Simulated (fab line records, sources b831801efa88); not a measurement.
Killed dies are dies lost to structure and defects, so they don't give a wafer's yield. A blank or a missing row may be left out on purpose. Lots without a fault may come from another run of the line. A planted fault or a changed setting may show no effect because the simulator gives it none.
Which tool did it? | flow sky130 | 9 lots, 26 wafers sampled, at 3 steps of a route of 708

WHAT THE GAUGES READ, wafer by wafer
SKY_VIA4_RS_MEAS_19: measures by four-point-probe.
lot  | measured     | on            | VIA4_W_RS (ohm/sq)
L301 | day 43 03:56 | film_metro-03 | 0.227 0.227 0.229
L302 | day 43 10:42 | film_metro-01 | 0.227 0.225 0.226
L303 | day 43 16:17 | film_metro-03 | 0.221 0.219 0.226
L304 | day 44 06:43 | film_metro-04 | 0.227 0.228 0.229
L306 | day 45 08:20 | film_metro-04 | 0.219 0.223 0.220
L308 | day 45 10:45 | film_metro-03 | 0.227 0.226 0.225
L309 | day 45 17:39 | film_metro-03 | 0.222 0.225 0.226
L311 | day 46 05:52 | film_metro-03 | 0.222 0.223 0.219
L320 | day 48 10:43 | film_metro-03 | 0.222 0.166 0.223 0.166

WHICH TOOL RAN EACH LOT (tool, then ch and the chambers of the sampled wafers, then the start)
lot  | SKY_METAL4_ETCH_16                | SKY_VIA4_CVD_18
L301 | rie_metal-04 ch 0,1, day 42 01:56 | cvd_w-01 ch 0,1, day 43 03:46
L302 | rie_metal-01 ch 0,1, day 42 09:59 | cvd_w-01 ch 0,1, day 43 10:32
L303 | rie_metal-03 ch 0,1, day 42 15:47 | cvd_w-02 ch 0,1, day 43 16:09
L304 | rie_metal-03 ch 0,1, day 43 06:19 | cvd_w-01 ch 0,1, day 44 06:34
L306 | rie_metal-04 ch 0,1, day 44 08:10 | cvd_w-02 ch 0,1, day 45 08:11
L308 | rie_metal-03 ch 0,1, day 44 10:24 | cvd_w-01 ch 0, day 45 10:34
L309 | rie_metal-01 ch 0,1, day 44 17:40 | cvd_w-02 ch 0,1, day 45 17:29
L311 | rie_metal-01 ch 0,1, day 45 06:49 | cvd_w-02 ch 0,1, day 46 05:41
L320 | rie_metal-01 ch 0, day 47 12:44   | cvd_w-02 ch 0,1, day 48 10:35
- SKY_METAL4_ETCH_16: etches BARC in N2/H2, stops on SiO2, time 88.2 s, target depth 60 nm.
- SKY_VIA4_CVD_18: deposits W, target thk 505 nm, time 152.14 s.

THE ANSWER, worked out from the rows above alone
Rule: what is usual is taken from the lots themselves. Put in order of their means at a reading, lots are off if they are a third of the lots or fewer, leave a main group of 4 or more, and stand apart from it by a gap of 3 or more times the standard deviation of the main group's means; of several such gaps the widest counts. A main group whose means are all the same, to the digits that the tables above print for the reading, isn't used. A lot without any number at a reading at which 4 lots or more have one is off too. The other lots that the step has rows for count as sound.
Off: L320, at SKY_VIA4_RS_MEAS_19 (VIA4_W_RS). The main group: mean 0.225 ohm/sq, standard deviation 0.0027.
A tool fits if, at a process step before that reading, it ran every lot that is off, and no sound lot after the first of them. The gauges at SKY_VIA4_RS_MEAS_19 are tried like those tools. Can't be told from this: 3 tools fit, rie_metal-01 at SKY_METAL4_ETCH_16, cvd_w-02 at SKY_VIA4_CVD_18, film_metro-03 at SKY_VIA4_RS_MEAS_19.

WHAT THE SIMULATOR HAD PUT IN
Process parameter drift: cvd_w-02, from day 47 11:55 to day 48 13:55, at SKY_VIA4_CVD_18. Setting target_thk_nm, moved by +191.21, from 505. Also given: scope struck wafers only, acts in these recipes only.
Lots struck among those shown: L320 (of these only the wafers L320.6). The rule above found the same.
